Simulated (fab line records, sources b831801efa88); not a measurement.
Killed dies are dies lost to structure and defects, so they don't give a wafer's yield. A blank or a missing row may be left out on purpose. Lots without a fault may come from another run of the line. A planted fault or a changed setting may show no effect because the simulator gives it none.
A struck lot beside a sound one | flow sky130 | 15 steps out of a route of 708
Sound: wafers L683.1, L683.4, L683.6. Struck: wafers L688.2, L688.5, L688.6. The cause comes at the end.
At each step with rows: each side's tool, then ch and its chambers, then its first start. Under that, the readings that differ: sound wafers | struck wafers | difference of the means | sigmas: that difference in standard deviations of wafers without a fault.
alike: readings whose means differ by less than 2 such deviations, and words and numbers that are the same on both sides. not compared: withheld readings, readings that some wafer has no value for, bounds like >300 that may hide the same value, and numbers for which the record gives no deviation and whose values overlap.
The two part at a step that has a row with sigmas, a row that says differs or no value, or rows on one side only. Numbers that don't overlap but have no deviation are shown without sigmas and don't part them. A reading that every wafer of one side lacks parts them only if that side has two wafers or more.

first, 5 steps without rows for these wafers: SKY_LI_CONTACT_COAT_07 (resist thk 450 nm); SKY_LI_CONTACT_SOFTBAKE_08 (time 90 s); SKY_LI_CONTACT_EXPOSE_09 (exposes mask LICM1, target cd 170 nm); SKY_LI_CONTACT_PEB_10; SKY_LI_CONTACT_DEVELOP_11 (develop time 60 s).
SKY_LI_CONTACT_CD_MEAS_12: target cd 170 nm.
  sound on cd_sem-01, day 32 06:41; struck on cd_sem-01, day 33 23:00
  alike: cd_nm
SKY_LI_CONTACT_OVL_MEAS_13:
  sound on overlay-01, day 32 06:48; struck on overlay-02, day 33 23:06
  alike: LI_CONTACT_OVL
SKY_LI_CONTACT_ETCH_14: etches BARC in N2/H2, stops on SiO2, time 45.9 s, target depth 60 nm.
  sound on rie_diel-03 ch 0,2,3, day 32 06:50; struck on rie_diel-03 ch 0,1, day 33 23:08
  alike: drypump_motor_current_A, h2_flow_sccm, oes_product_au, throttle_valve_pct
  not compared: rf_hours_counter_h
SKY_LI_CONTACT_ETCH_15: etches PSG in C4F8/O2/Ar, stops on Si, target depth 600 nm.
  sound on rie_diel-03 ch 0,2,3, day 32 06:52; struck on rie_diel-03 ch 0,1, day 33 23:10
  alike: oes_product_au
SKY_LI_CONTACT_STRIP_16: strips in O2/N2.
  sound on plasma_asher-03 ch 0,1, day 32 06:58; struck on plasma_asher-04 ch 0,1, day 33 23:16
  alike: drypump_motor_current_A, o2_flow_sccm, oes_product_au, strip_time_to_endpoint_s
  not compared: rf_hours_counter_h
then, 2 steps without rows for these wafers: SKY_LI_CONTACT_CLEAN_17 (cleans in NMP, time 600 s); SKY_LI_CONTACT_PRE_CLEAN_18 (time 5.6 s).
SKY_LI_CONTACT_SPUTTER_19: material Ti, target thk 20 nm, time 106.37 s.
  sound on pvd_sputter-04, day 32 07:16; struck on pvd_sputter-04, day 33 23:33
  reading                                       | sound             | struck            | difference | sigmas
  model.Ti_of_LI_CONTACT_SPUTTER_19.thk_nm (nm) | 19.97 20.18 19.83 | 22.37 22.02 22.48 | +2.30      |
  alike: throttle_valve_pct
SKY_LI_CONTACT_SPUTTER_20: material TiN, target thk 20 nm, time 80 s.
  sound on pvd_sputter-04, day 32 07:21; struck on pvd_sputter-04, day 33 23:38
  alike: throttle_valve_pct
-- the record jumps here: 15 days lie between the struck wafers' starts before and after (it left off in module LI_CONTACT and takes up again in module PAD_OPEN, whose first step shown is number 708 of the route) --
SKY_PAD_OPEN_PROBE_99:
  the record has rows for the struck wafers here (prober-01, day 49 07:44) and none for the sound ones

WHERE THEY PART
Only at SKY_PAD_OPEN_PROBE_99, within this record.

WHY: what the simulator had put in
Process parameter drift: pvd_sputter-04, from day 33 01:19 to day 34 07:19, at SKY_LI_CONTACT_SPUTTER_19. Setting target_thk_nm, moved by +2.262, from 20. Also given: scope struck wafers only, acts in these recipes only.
